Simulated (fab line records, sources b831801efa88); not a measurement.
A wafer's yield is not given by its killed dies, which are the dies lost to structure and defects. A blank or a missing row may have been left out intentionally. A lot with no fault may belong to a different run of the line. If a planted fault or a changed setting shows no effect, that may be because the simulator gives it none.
fab line records / flow sky130
record: lots: 12 wafers: 36 last_day: 50
route steps=708 shown METAL3@564 VIA3@594 METAL4@632
lots that met no fault: taken from a fault-free run of the same line
start_h: hours from the record's first day to the start of the lot's first wafer shown / wait_h: hours elapsed since this lot's preceding step / " as in the row above / L1.1+2: one row covering several wafers at once / - no value, or no start was given / * or withheld: withheld / < > ~ a bound
route shown NAME@n: NAME is a module with steps in the file, n the number in the route of the first one / usual: mean/standard deviation of fault-free wafers / same: alike in all rows / chamber/n: place in a boat / sites: readings site by site / _std_site: how widely they spread, as a standard deviation / _edge_site: inner sites' mean taken away from outer sites' mean / radius_mm: for every site, how far away it sits from the centre of the wafer / mask NAME#n: copy n / behind: the most recent tool/chamber to have shaped the wafer / hold: why the lot was held/for how many hours/how that ended / device: the transistor (n, p or np) that didn't switch / end of line: tests run on the same wafers once the route is complete / a step given without rows: its recipe and nothing more / killed: at the first sort, the dies lost to defects and structure; wafer yield is something else / map: a wafer's dies, marking killed ones x, the rest . and places with no die _
set.NAME: the setting the step ran with; set.NAME@STEP: the setting that earlier step ran with / model.NAME: the simulator's own value behind a step, which no gauge read
one table for each step of the route and one row for each wafer, over a sample of lots
services: from which hour (start_h, from the record's first day; less than 0 if before it) a tool's chamber was out of use, for how many hours, and why
== steps ==
step: SKY_METAL3_OVL_MEAS_14
usual: METAL3_OVL: 4/4.7
lot.wafer=L737.2 tool=overlay-01 chamber=- start_h=895.23 wait_h=0.1 METAL3_OVL[nm]=6
lot.wafer=L737.5 tool=overlay-01 chamber=- start_h=895.23 wait_h=0.1 METAL3_OVL[nm]=4
lot.wafer=L737.6 tool=overlay-01 chamber=- start_h=895.23 wait_h=0.1 METAL3_OVL[nm]=5
lot.wafer=L738.1 tool=overlay-02 chamber=- start_h=901.02 wait_h=0.1 METAL3_OVL[nm]=5
lot.wafer=L738.2 tool=overlay-02 chamber=- start_h=901.02 wait_h=0.1 METAL3_OVL[nm]=10
lot.wafer=L738.3 tool=overlay-02 chamber=- start_h=901.02 wait_h=0.1 METAL3_OVL[nm]=2
lot.wafer=L739.3 tool=overlay-01 chamber=- start_h=910.64 wait_h=0.1 METAL3_OVL[nm]=9
lot.wafer=L739.4 tool=overlay-01 chamber=- start_h=910.64 wait_h=0.1 METAL3_OVL[nm]=7
lot.wafer=L739.5 tool=overlay-01 chamber=- start_h=910.64 wait_h=0.1 METAL3_OVL[nm]=3
lot.wafer=L744.1 tool=overlay-01 chamber=- start_h=953.23 wait_h=0.1 METAL3_OVL[nm]=9
lot.wafer=L744.2 tool=overlay-01 chamber=- start_h=953.23 wait_h=0.1 METAL3_OVL[nm]=0
lot.wafer=L744.5 tool=overlay-01 chamber=- start_h=953.23 wait_h=0.1 METAL3_OVL[nm]=7
lot.wafer=L745.1 tool=overlay-02 chamber=- start_h=971.58 wait_h=0.1 METAL3_OVL[nm]=1
lot.wafer=L745.4 tool=overlay-02 chamber=- start_h=971.58 wait_h=0.1 METAL3_OVL[nm]=8
lot.wafer=L745.6 tool=overlay-02 chamber=- start_h=971.58 wait_h=0.1 METAL3_OVL[nm]=10
lot.wafer=L747.2 tool=overlay-01 chamber=- start_h=986.23 wait_h=0.1 METAL3_OVL[nm]=11
lot.wafer=L747.3 tool=overlay-01 chamber=- start_h=986.23 wait_h=0.1 METAL3_OVL[nm]=2
lot.wafer=L747.6 tool=overlay-01 chamber=- start_h=986.23 wait_h=0.1 METAL3_OVL[nm]=1
lot.wafer=L746.1 tool=overlay-02 chamber=- start_h=988.03 wait_h=0.1 METAL3_OVL[nm]=4
lot.wafer=L746.3 tool=overlay-02 chamber=- start_h=988.03 wait_h=0.1 METAL3_OVL[nm]=6
lot.wafer=L746.5 tool=overlay-02 chamber=- start_h=988.03 wait_h=0.1 METAL3_OVL[nm]=9
lot.wafer=L750.3 tool=overlay-02 chamber=- start_h=995.64 wait_h=0.1 METAL3_OVL[nm]=5
lot.wafer=L750.4 tool=overlay-02 chamber=- start_h=995.64 wait_h=0.1 METAL3_OVL[nm]=7
lot.wafer=L750.6 tool=overlay-02 chamber=- start_h=995.64 wait_h=0.1 METAL3_OVL[nm]=13
lot.wafer=L756.1 tool=overlay-02 chamber=- start_h=1035.13 wait_h=0.1 METAL3_OVL[nm]=0
lot.wafer=L756.3 tool=overlay-02 chamber=- start_h=1035.13 wait_h=0.1 METAL3_OVL[nm]=5
lot.wafer=L756.4 tool=overlay-02 chamber=- start_h=1035.13 wait_h=0.1 METAL3_OVL[nm]=-1
lot.wafer=L758.2 tool=overlay-01 chamber=- start_h=1043.33 wait_h=0.1 METAL3_OVL[nm]=-1
lot.wafer=L758.4 tool=overlay-01 chamber=- start_h=1043.33 wait_h=0.1 METAL3_OVL[nm]=-6
lot.wafer=L758.5 tool=overlay-01 chamber=- start_h=1043.33 wait_h=0.1 METAL3_OVL[nm]=-2
lot.wafer=L759.1 tool=overlay-01 chamber=- start_h=1051.02 wait_h=0.1 METAL3_OVL[nm]=5
lot.wafer=L759.3 tool=overlay-01 chamber=- start_h=1051.02 wait_h=0.1 METAL3_OVL[nm]=4
lot.wafer=L759.5 tool=overlay-01 chamber=- start_h=1051.02 wait_h=0.1 METAL3_OVL[nm]=5
lot.wafer=L760.2 tool=overlay-01 chamber=- start_h=1057.94 wait_h=0.1 METAL3_OVL[nm]=4
lot.wafer=L760.3 tool=overlay-01 chamber=- start_h=1057.94 wait_h=0.1 METAL3_OVL[nm]=10
lot.wafer=L760.6 tool=overlay-01 chamber=- start_h=1057.94 wait_h=0.1 METAL3_OVL[nm]=-1
step: SKY_METAL3_DESCUM_15
recipe: chemistry: O2 source_power_w: 150 bias_power_w: 0 pressure_mtorr: 10 temp_c: 40 time_s: 8
usual: drypump_motor_current_A: 5.7/0.43 oes_product_au: 1.008/0.011
lot.wafer=L737.2 tool=rie_metal-03 chamber=0 start_h=895.26 wait_h=0.0 drypump_motor_current_A=5.4 oes_product_au=1.006 rf_hours_counter_h=12
lot.wafer=L737.5 tool=rie_metal-03 chamber=0 start_h=895.26 wait_h=0.0 drypump_motor_current_A=5.4 oes_product_au=0.986 rf_hours_counter_h=-
lot.wafer=L737.6 tool=rie_metal-03 chamber=1 start_h=895.26 wait_h=0.0 drypump_motor_current_A=5.6 oes_product_au=1.010 rf_hours_counter_h=-
lot.wafer=L738.1 tool=rie_metal-03 chamber=0 start_h=901.06 wait_h=0.0 drypump_motor_current_A=5.4 oes_product_au=1.014 rf_hours_counter_h=12
lot.wafer=L738.2 tool=rie_metal-03 chamber=1 start_h=901.06 wait_h=0.0 drypump_motor_current_A=5.6 oes_product_au=1.018 rf_hours_counter_h=1
lot.wafer=L738.3 tool=rie_metal-03 chamber=0 start_h=901.06 wait_h=0.0 drypump_motor_current_A=5.4 oes_product_au=0.993 rf_hours_counter_h=-
lot.wafer=L739.3 tool=rie_metal-04 chamber=0 start_h=910.68 wait_h=0.0 drypump_motor_current_A=5.9 oes_product_au=1.014 rf_hours_counter_h=-
lot.wafer=L739.4 tool=rie_metal-04 chamber=1 start_h=910.68 wait_h=0.0 drypump_motor_current_A=5.1 oes_product_au=0.992 rf_hours_counter_h=-
lot.wafer=L739.5 tool=rie_metal-04 chamber=1 start_h=910.68 wait_h=0.0 drypump_motor_current_A=5.1 oes_product_au=0.987 rf_hours_counter_h=-
lot.wafer=L744.1 tool=rie_metal-03 chamber=0 start_h=953.26 wait_h=0.0 drypump_motor_current_A=5.4 oes_product_au=1.001 rf_hours_counter_h=14
lot.wafer=L744.2 tool=rie_metal-03 chamber=1 start_h=953.26 wait_h=0.0 drypump_motor_current_A=5.6 oes_product_au=1.030 rf_hours_counter_h=3
lot.wafer=L744.5 tool=rie_metal-03 chamber=1 start_h=953.26 wait_h=0.0 drypump_motor_current_A=5.6 oes_product_au=1.023 rf_hours_counter_h=-
lot.wafer=L745.1 tool=rie_metal-02 chamber=1 start_h=971.62 wait_h=0.0 drypump_motor_current_A=6.0 oes_product_au=1.003 rf_hours_counter_h=3
lot.wafer=L745.4 tool=rie_metal-02 chamber=1 start_h=971.62 wait_h=0.0 drypump_motor_current_A=6.0 oes_product_au=1.010 rf_hours_counter_h=-
lot.wafer=L745.6 tool=rie_metal-02 chamber=0 start_h=971.62 wait_h=0.0 drypump_motor_current_A=6.5 oes_product_au=1.007 rf_hours_counter_h=-
lot.wafer=L747.2 tool=rie_metal-02 chamber=1 start_h=986.28 wait_h=0.0 drypump_motor_current_A=6.0 oes_product_au=1.000 rf_hours_counter_h=-
lot.wafer=L747.3 tool=rie_metal-02 chamber=1 start_h=986.28 wait_h=0.0 drypump_motor_current_A=6.0 oes_product_au=0.997 rf_hours_counter_h=-
lot.wafer=L747.6 tool=rie_metal-02 chamber=1 start_h=986.28 wait_h=0.0 drypump_motor_current_A=6.0 oes_product_au=1.005 rf_hours_counter_h=-
lot.wafer=L746.1 tool=rie_metal-03 chamber=1 start_h=988.06 wait_h=0.0 drypump_motor_current_A=5.5 oes_product_au=1.028 rf_hours_counter_h=6
lot.wafer=L746.3 tool=rie_metal-03 chamber=1 start_h=988.06 wait_h=0.0 drypump_motor_current_A=5.6 oes_product_au=1.021 rf_hours_counter_h=-
lot.wafer=L746.5 tool=rie_metal-03 chamber=0 start_h=988.06 wait_h=0.0 drypump_motor_current_A=5.4 oes_product_au=1.024 rf_hours_counter_h=-
lot.wafer=L750.3 tool=rie_metal-03 chamber=0 start_h=995.67 wait_h=0.0 drypump_motor_current_A=5.4 oes_product_au=1.018 rf_hours_counter_h=-
lot.wafer=L750.4 tool=rie_metal-03 chamber=1 start_h=995.67 wait_h=0.0 drypump_motor_current_A=5.5 oes_product_au=1.021 rf_hours_counter_h=-
lot.wafer=L750.6 tool=rie_metal-03 chamber=0 start_h=995.67 wait_h=0.0 drypump_motor_current_A=5.4 oes_product_au=1.019 rf_hours_counter_h=-
lot.wafer=L756.1 tool=rie_metal-03 chamber=0 start_h=1035.17 wait_h=0.0 drypump_motor_current_A=5.4 oes_product_au=1.013 rf_hours_counter_h=21
lot.wafer=L756.3 tool=rie_metal-03 chamber=1 start_h=1035.17 wait_h=0.0 drypump_motor_current_A=5.6 oes_product_au=1.020 rf_hours_counter_h=-
lot.wafer=L756.4 tool=rie_metal-03 chamber=0 start_h=1035.17 wait_h=0.0 drypump_motor_current_A=5.4 oes_product_au=1.009 rf_hours_counter_h=-
lot.wafer=L758.2 tool=rie_metal-02 chamber=0 start_h=1043.36 wait_h=0.0 drypump_motor_current_A=6.5 oes_product_au=0.990 rf_hours_counter_h=3
lot.wafer=L758.4 tool=rie_metal-02 chamber=0 start_h=1043.36 wait_h=0.0 drypump_motor_current_A=6.5 oes_product_au=0.986 rf_hours_counter_h=-
lot.wafer=L758.5 tool=rie_metal-02 chamber=1 start_h=1043.36 wait_h=0.0 drypump_motor_current_A=6.0 oes_product_au=1.008 rf_hours_counter_h=-
lot.wafer=L759.1 tool=rie_metal-03 chamber=0 start_h=1051.05 wait_h=0.0 drypump_motor_current_A=5.4 oes_product_au=1.002 rf_hours_counter_h=22
lot.wafer=L759.3 tool=rie_metal-03 chamber=0 start_h=1051.05 wait_h=0.0 drypump_motor_current_A=5.4 oes_product_au=1.005 rf_hours_counter_h=-
lot.wafer=L759.5 tool=rie_metal-03 chamber=1 start_h=1051.05 wait_h=0.0 drypump_motor_current_A=5.6 oes_product_au=1.013 rf_hours_counter_h=-
lot.wafer=L760.2 tool=rie_metal-02 chamber=1 start_h=1057.97 wait_h=0.0 drypump_motor_current_A=6.0 oes_product_au=1.011 rf_hours_counter_h=12
lot.wafer=L760.3 tool=rie_metal-02 chamber=1 start_h=1057.97 wait_h=0.0 drypump_motor_current_A=6.0 oes_product_au=1.014 rf_hours_counter_h=-
lot.wafer=L760.6 tool=rie_metal-02 chamber=0 start_h=1057.97 wait_h=0.0 drypump_motor_current_A=6.5 oes_product_au=0.997 rf_hours_counter_h=-
step: SKY_VIA3_CVD_21
recipe: material: W target_thk_nm: 390 time_s: 117.31 temp_c: 400 pressure_torr: 40
usual: chamber_pressure_Torr: 40.00/0.093 heater_power_w: 835/43
lot.wafer=L737.2 tool=cvd_w-01 chamber=0 start_h=922.92 wait_h=0.0 chamber_pressure_Torr=40.06 heater_power_w=910
lot.wafer=L737.5 tool=cvd_w-01 chamber=1 start_h=922.92 wait_h=0.0 chamber_pressure_Torr=40.00 heater_power_w=806
lot.wafer=L737.6 tool=cvd_w-01 chamber=0 start_h=922.92 wait_h=0.0 chamber_pressure_Torr=40.12 heater_power_w=900
lot.wafer=L738.1 tool=cvd_w-02 chamber=1 start_h=928.77 wait_h=0.0 chamber_pressure_Torr=39.93 heater_power_w=825
lot.wafer=L738.2 tool=cvd_w-02 chamber=0 start_h=928.77 wait_h=0.0 chamber_pressure_Torr=40.08 heater_power_w=801
lot.wafer=L738.3 tool=cvd_w-02 chamber=0 start_h=928.77 wait_h=0.0 chamber_pressure_Torr=40.05 heater_power_w=781
lot.wafer=L739.3 tool=cvd_w-02 chamber=0 start_h=937.40 wait_h=0.1 chamber_pressure_Torr=40.03 heater_power_w=782
lot.wafer=L739.4 tool=cvd_w-02 chamber=1 start_h=937.40 wait_h=0.1 chamber_pressure_Torr=40.04 heater_power_w=828
lot.wafer=L739.5 tool=cvd_w-02 chamber=1 start_h=937.40 wait_h=0.1 chamber_pressure_Torr=39.86 heater_power_w=816
lot.wafer=L744.1 tool=cvd_w-01 chamber=0 start_h=979.92 wait_h=0.0 chamber_pressure_Torr=39.94 heater_power_w=913
lot.wafer=L744.2 tool=cvd_w-01 chamber=1 start_h=979.92 wait_h=0.0 chamber_pressure_Torr=39.75 heater_power_w=777
lot.wafer=L744.5 tool=cvd_w-01 chamber=0 start_h=979.92 wait_h=0.0 chamber_pressure_Torr=39.92 heater_power_w=860
lot.wafer=L745.1 tool=cvd_w-01 chamber=0 start_h=997.92 wait_h=0.0 chamber_pressure_Torr=40.03 heater_power_w=895
lot.wafer=L745.4 tool=cvd_w-01 chamber=1 start_h=997.92 wait_h=0.0 chamber_pressure_Torr=39.95 heater_power_w=803
lot.wafer=L745.6 tool=cvd_w-01 chamber=1 start_h=997.92 wait_h=0.0 chamber_pressure_Torr=40.10 heater_power_w=796
lot.wafer=L747.2 tool=cvd_w-01 chamber=0 start_h=1011.77 wait_h=0.0 chamber_pressure_Torr=40.10 heater_power_w=886
lot.wafer=L747.3 tool=cvd_w-01 chamber=1 start_h=1011.77 wait_h=0.0 chamber_pressure_Torr=39.89 heater_power_w=833
lot.wafer=L747.6 tool=cvd_w-01 chamber=0 start_h=1011.77 wait_h=0.0 chamber_pressure_Torr=39.86 heater_power_w=896
lot.wafer=L746.1 tool=cvd_w-01 chamber=1 start_h=1013.56 wait_h=0.0 chamber_pressure_Torr=40.00 heater_power_w=813
lot.wafer=L746.3 tool=cvd_w-01 chamber=1 start_h=1013.56 wait_h=0.0 chamber_pressure_Torr=39.94 heater_power_w=812
lot.wafer=L746.5 tool=cvd_w-01 chamber=1 start_h=1013.56 wait_h=0.0 chamber_pressure_Torr=40.00 heater_power_w=804
lot.wafer=L750.3 tool=cvd_w-01 chamber=0 start_h=1021.22 wait_h=0.1 chamber_pressure_Torr=40.13 heater_power_w=893
lot.wafer=L750.4 tool=cvd_w-01 chamber=1 start_h=1021.22 wait_h=0.1 chamber_pressure_Torr=40.12 heater_power_w=820
lot.wafer=L750.6 tool=cvd_w-01 chamber=1 start_h=1021.22 wait_h=0.1 chamber_pressure_Torr=39.96 heater_power_w=816
lot.wafer=L756.1 tool=cvd_w-02 chamber=0 start_h=1059.79 wait_h=0.0 chamber_pressure_Torr=40.07 heater_power_w=824
lot.wafer=L756.3 tool=cvd_w-02 chamber=0 start_h=1059.79 wait_h=0.0 chamber_pressure_Torr=39.88 heater_power_w=822
lot.wafer=L756.4 tool=cvd_w-02 chamber=1 start_h=1059.79 wait_h=0.0 chamber_pressure_Torr=40.04 heater_power_w=824
lot.wafer=L758.2 tool=cvd_w-01 chamber=0 start_h=1067.42 wait_h=0.0 chamber_pressure_Torr=40.01 heater_power_w=918
lot.wafer=L758.4 tool=cvd_w-01 chamber=1 start_h=1067.42 wait_h=0.0 chamber_pressure_Torr=39.84 heater_power_w=816
lot.wafer=L758.5 tool=cvd_w-01 chamber=0 start_h=1067.42 wait_h=0.0 chamber_pressure_Torr=39.98 heater_power_w=908
lot.wafer=L759.1 tool=cvd_w-02 chamber=0 start_h=1074.87 wait_h=0.0 chamber_pressure_Torr=39.93 heater_power_w=795
lot.wafer=L759.3 tool=cvd_w-02 chamber=0 start_h=1074.87 wait_h=0.0 chamber_pressure_Torr=39.78 heater_power_w=800
lot.wafer=L759.5 tool=cvd_w-02 chamber=0 start_h=1074.87 wait_h=0.0 chamber_pressure_Torr=39.78 heater_power_w=801
lot.wafer=L760.2 tool=cvd_w-01 chamber=0 start_h=1081.08 wait_h=0.0 chamber_pressure_Torr=40.09 heater_power_w=903
lot.wafer=L760.3 tool=cvd_w-01 chamber=0 start_h=1081.08 wait_h=0.0 chamber_pressure_Torr=40.18 heater_power_w=896
lot.wafer=L760.6 tool=cvd_w-01 chamber=1 start_h=1081.08 wait_h=0.0 chamber_pressure_Torr=40.00 heater_power_w=822
step: SKY_METAL4_ETCH_16
recipe: chemistry: N2/H2 target: BARC ion_energy_ev: 200 bias_w: 100 pressure_mtorr: 30 n2_flow_sccm: 100 h2_flow_sccm: 200 icp_w: 500 stop_on: SiO2 time_s: 88.2 target_depth_a: 600
usual: bias_w: 100.05/0.29 drypump_motor_current_A: 5.9/0.46 oes_product_au: 0.626/0.0046 throttle_valve_pct: 13.205/0.0084
lot.wafer=L737.2 tool=rie_metal-01 chamber=1 start_h=972.15 wait_h=0.0 bias_w=99.82 drypump_motor_current_A=6.0 oes_product_au=0.627 rf_hours_counter_h=6 throttle_valve_pct=13.208
lot.wafer=L737.5 tool=rie_metal-01 chamber=1 start_h=972.15 wait_h=0.0 bias_w=100.32 drypump_motor_current_A=6.0 oes_product_au=0.627 rf_hours_counter_h=- throttle_valve_pct=13.200
lot.wafer=L737.6 tool=rie_metal-01 chamber=0 start_h=972.15 wait_h=0.0 bias_w=99.92 drypump_motor_current_A=5.1 oes_product_au=0.620 rf_hours_counter_h=- throttle_valve_pct=13.224
lot.wafer=L738.1 tool=rie_metal-02 chamber=1 start_h=978.78 wait_h=0.1 bias_w=99.81 drypump_motor_current_A=6.0 oes_product_au=0.626 rf_hours_counter_h=4 throttle_valve_pct=13.197
lot.wafer=L738.2 tool=rie_metal-02 chamber=1 start_h=978.78 wait_h=0.1 bias_w=99.97 drypump_motor_current_A=6.0 oes_product_au=0.625 rf_hours_counter_h=- throttle_valve_pct=13.208
lot.wafer=L738.3 tool=rie_metal-02 chamber=1 start_h=978.78 wait_h=0.1 bias_w=99.64 drypump_motor_current_A=6.0 oes_product_au=0.626 rf_hours_counter_h=- throttle_valve_pct=13.209
lot.wafer=L739.3 tool=rie_metal-02 chamber=1 start_h=987.00 wait_h=0.1 bias_w=100.21 drypump_motor_current_A=6.0 oes_product_au=0.627 rf_hours_counter_h=- throttle_valve_pct=13.218
lot.wafer=L739.4 tool=rie_metal-02 chamber=1 start_h=987.00 wait_h=0.1 bias_w=100.32 drypump_motor_current_A=6.0 oes_product_au=0.632 rf_hours_counter_h=- throttle_valve_pct=13.223
lot.wafer=L739.5 tool=rie_metal-02 chamber=1 start_h=987.00 wait_h=0.1 bias_w=100.43 drypump_motor_current_A=6.0 oes_product_au=0.629 rf_hours_counter_h=- throttle_valve_pct=13.213
lot.wafer=L744.1 tool=rie_metal-02 chamber=1 start_h=1028.04 wait_h=0.0 bias_w=100.21 drypump_motor_current_A=6.0 oes_product_au=0.631 rf_hours_counter_h=10 throttle_valve_pct=13.199
lot.wafer=L744.2 tool=rie_metal-02 chamber=0 start_h=1028.04 wait_h=0.0 bias_w=99.99 drypump_motor_current_A=6.5 oes_product_au=0.629 rf_hours_counter_h=2 throttle_valve_pct=13.203
lot.wafer=L744.5 tool=rie_metal-02 chamber=1 start_h=1028.04 wait_h=0.0 bias_w=99.81 drypump_motor_current_A=6.0 oes_product_au=0.617 rf_hours_counter_h=- throttle_valve_pct=13.221
lot.wafer=L745.1 tool=rie_metal-02 chamber=0 start_h=1044.50 wait_h=0.0 bias_w=103.03 drypump_motor_current_A=6.6 oes_product_au=0.619 rf_hours_counter_h=3 throttle_valve_pct=13.193
lot.wafer=L745.4 tool=rie_metal-02 chamber=0 start_h=1044.50 wait_h=0.0 bias_w=102.45 drypump_motor_current_A=6.5 oes_product_au=0.622 rf_hours_counter_h=- throttle_valve_pct=13.211
lot.wafer=L745.6 tool=rie_metal-02 chamber=0 start_h=1044.50 wait_h=0.0 bias_w=102.81 drypump_motor_current_A=6.5 oes_product_au=0.619 rf_hours_counter_h=- throttle_valve_pct=13.198
lot.wafer=L747.2 tool=rie_metal-01 chamber=1 start_h=1057.80 wait_h=0.0 bias_w=99.72 drypump_motor_current_A=6.0 oes_product_au=0.618 rf_hours_counter_h=7 throttle_valve_pct=13.196
lot.wafer=L747.3 tool=rie_metal-01 chamber=1 start_h=1057.80 wait_h=0.0 bias_w=100.20 drypump_motor_current_A=6.0 oes_product_au=0.619 rf_hours_counter_h=- throttle_valve_pct=13.196
lot.wafer=L747.6 tool=rie_metal-01 chamber=0 start_h=1057.80 wait_h=0.0 bias_w=100.10 drypump_motor_current_A=5.1 oes_product_au=0.623 rf_hours_counter_h=- throttle_valve_pct=13.202
lot.wafer=L746.1 tool=rie_metal-02 chamber=0 start_h=1059.34 wait_h=0.0 bias_w=102.61 drypump_motor_current_A=6.5 oes_product_au=0.630 rf_hours_counter_h=4 throttle_valve_pct=13.188
lot.wafer=L746.3 tool=rie_metal-02 chamber=0 start_h=1059.34 wait_h=0.0 bias_w=102.71 drypump_motor_current_A=6.5 oes_product_au=0.625 rf_hours_counter_h=- throttle_valve_pct=13.208
lot.wafer=L746.5 tool=rie_metal-02 chamber=0 start_h=1059.34 wait_h=0.0 bias_w=102.68 drypump_motor_current_A=6.5 oes_product_au=0.626 rf_hours_counter_h=- throttle_valve_pct=13.220
lot.wafer=L750.3 tool=rie_metal-01 chamber=1 start_h=1067.93 wait_h=0.0 bias_w=99.74 drypump_motor_current_A=6.0 oes_product_au=0.620 rf_hours_counter_h=- throttle_valve_pct=13.195
lot.wafer=L750.4 tool=rie_metal-01 chamber=0 start_h=1067.93 wait_h=0.0 bias_w=100.78 drypump_motor_current_A=5.1 oes_product_au=0.618 rf_hours_counter_h=- throttle_valve_pct=13.192
lot.wafer=L750.6 tool=rie_metal-01 chamber=0 start_h=1067.93 wait_h=0.0 bias_w=100.47 drypump_motor_current_A=5.1 oes_product_au=0.629 rf_hours_counter_h=- throttle_valve_pct=13.208
lot.wafer=L756.1 tool=rie_metal-03 chamber=0 start_h=1102.29 wait_h=0.0 bias_w=99.74 drypump_motor_current_A=5.4 oes_product_au=0.627 rf_hours_counter_h=26 throttle_valve_pct=13.201
lot.wafer=L756.3 tool=rie_metal-03 chamber=1 start_h=1102.29 wait_h=0.0 bias_w=99.88 drypump_motor_current_A=5.6 oes_product_au=0.621 rf_hours_counter_h=- throttle_valve_pct=13.197
lot.wafer=L756.4 tool=rie_metal-03 chamber=0 start_h=1102.29 wait_h=0.0 bias_w=99.92 drypump_motor_current_A=5.4 oes_product_au=0.622 rf_hours_counter_h=- throttle_valve_pct=13.196
lot.wafer=L758.2 tool=rie_metal-01 chamber=0 start_h=1108.90 wait_h=0.0 bias_w=100.71 drypump_motor_current_A=5.1 oes_product_au=0.616 rf_hours_counter_h=15 throttle_valve_pct=13.204
lot.wafer=L758.4 tool=rie_metal-01 chamber=0 start_h=1108.90 wait_h=0.0 bias_w=100.14 drypump_motor_current_A=5.1 oes_product_au=0.632 rf_hours_counter_h=- throttle_valve_pct=13.213
lot.wafer=L758.5 tool=rie_metal-01 chamber=0 start_h=1108.90 wait_h=0.0 bias_w=100.52 drypump_motor_current_A=5.1 oes_product_au=0.630 rf_hours_counter_h=- throttle_valve_pct=13.201
lot.wafer=L759.1 tool=rie_metal-01 chamber=1 start_h=1117.35 wait_h=0.0 bias_w=99.88 drypump_motor_current_A=6.0 oes_product_au=0.626 rf_hours_counter_h=11 throttle_valve_pct=13.215
lot.wafer=L759.3 tool=rie_metal-01 chamber=0 start_h=1117.35 wait_h=0.0 bias_w=99.41 drypump_motor_current_A=5.1 oes_product_au=0.623 rf_hours_counter_h=- throttle_valve_pct=13.187
lot.wafer=L759.5 tool=rie_metal-01 chamber=0 start_h=1117.35 wait_h=0.0 bias_w=99.97 drypump_motor_current_A=5.1 oes_product_au=0.627 rf_hours_counter_h=- throttle_valve_pct=13.204
lot.wafer=L760.2 tool=rie_metal-01 chamber=0 start_h=1123.40 wait_h=0.0 bias_w=100.00 drypump_motor_current_A=5.1 oes_product_au=0.628 rf_hours_counter_h=16 throttle_valve_pct=13.204
lot.wafer=L760.3 tool=rie_metal-01 chamber=0 start_h=1123.40 wait_h=0.0 bias_w=100.87 drypump_motor_current_A=5.1 oes_product_au=0.625 rf_hours_counter_h=- throttle_valve_pct=13.208
lot.wafer=L760.6 tool=rie_metal-01 chamber=1 start_h=1123.40 wait_h=0.0 bias_w=100.02 drypump_motor_current_A=6.0 oes_product_au=0.628 rf_hours_counter_h=- throttle_valve_pct=13.222
== services ==
tool=rie_metal-02 chamber=1 start_h=876.56 hours=- kind=clean
tool=rie_metal-02 chamber=1 start_h=876.56 hours=22.4 kind=scheduled_down
tool=rie_metal-02 chamber=1 start_h=876.56 hours=22.4 kind=vent_cycle
tool=rie_metal-02 chamber=- start_h=884.19 hours=5.3 kind=repair
tool=rie_metal-02 chamber=- start_h=898.65 hours=2.8 kind=pm
tool=cvd_w-02 chamber=- start_h=904.00 hours=14.0 kind=pm
tool=cvd_w-02 chamber=0 start_h=904.00 hours=14.0 kind=vent_cycle
tool=cvd_w-02 chamber=1 start_h=904.00 hours=14.0 kind=vent_cycle
tool=rie_metal-03 chamber=- start_h=911.11 hours=2.8 kind=pm
tool=rie_metal-01 chamber=0 start_h=912.01 hours=19.8 kind=repair
tool=cvd_w-02 chamber=0 start_h=918.00 hours=- kind=clean
tool=rie_metal-04 chamber=0 start_h=957.42 hours=42.1 kind=repair
tool=rie_metal-01 chamber=- start_h=974.02 hours=67.0 kind=repair
tool=rie_metal-02 chamber=0 start_h=975.54 hours=- kind=clean
tool=rie_metal-02 chamber=0 start_h=975.54 hours=25.9 kind=scheduled_down
tool=rie_metal-02 chamber=0 start_h=975.54 hours=25.9 kind=vent_cycle
tool=rie_metal-04 chamber=1 start_h=989.51 hours=25.2 kind=repair
tool=cvd_w-01 chamber=1 start_h=995.29 hours=- kind=calibration
tool=cvd_w-02 chamber=- start_h=1014.91 hours=0.6 kind=repair
tool=rie_metal-04 chamber=0 start_h=1035.71 hours=12.6 kind=repair
tool=rie_metal-01 chamber=- start_h=1041.07 hours=1.4 kind=pm
tool=rie_metal-03 chamber=- start_h=1067.65 hours=0.3 kind=repair
tool=cvd_w-02 chamber=- start_h=1104.97 hours=2.8 kind=pm
tool=rie_metal-02 chamber=- start_h=1117.71 hours=11.5 kind=repair
== key ==
first_sign: step: SKY_METAL4_ETCH_16 reading: bias_w direction: up sigmas: 9.1 usual: 100.05 struck: 102.71
effect none on later readings
met_at SKY_METAL4_ETCH_16
struck_lots L745,L746
not_acting_at SKY_METAL3_OVL_MEAS_14,SKY_METAL3_DESCUM_15,SKY_VIA3_CVD_21
onset_between 1028.04 1044.50
fault: kind: process_parameter_drift tool: rie_metal-02 chamber: - onset_h: 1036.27 steps: SKY_METAL4_ETCH_16 channel: bias_w offset: 2.7444 shape: step end_h: 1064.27 acts_in: these_recipes_only stated: 100
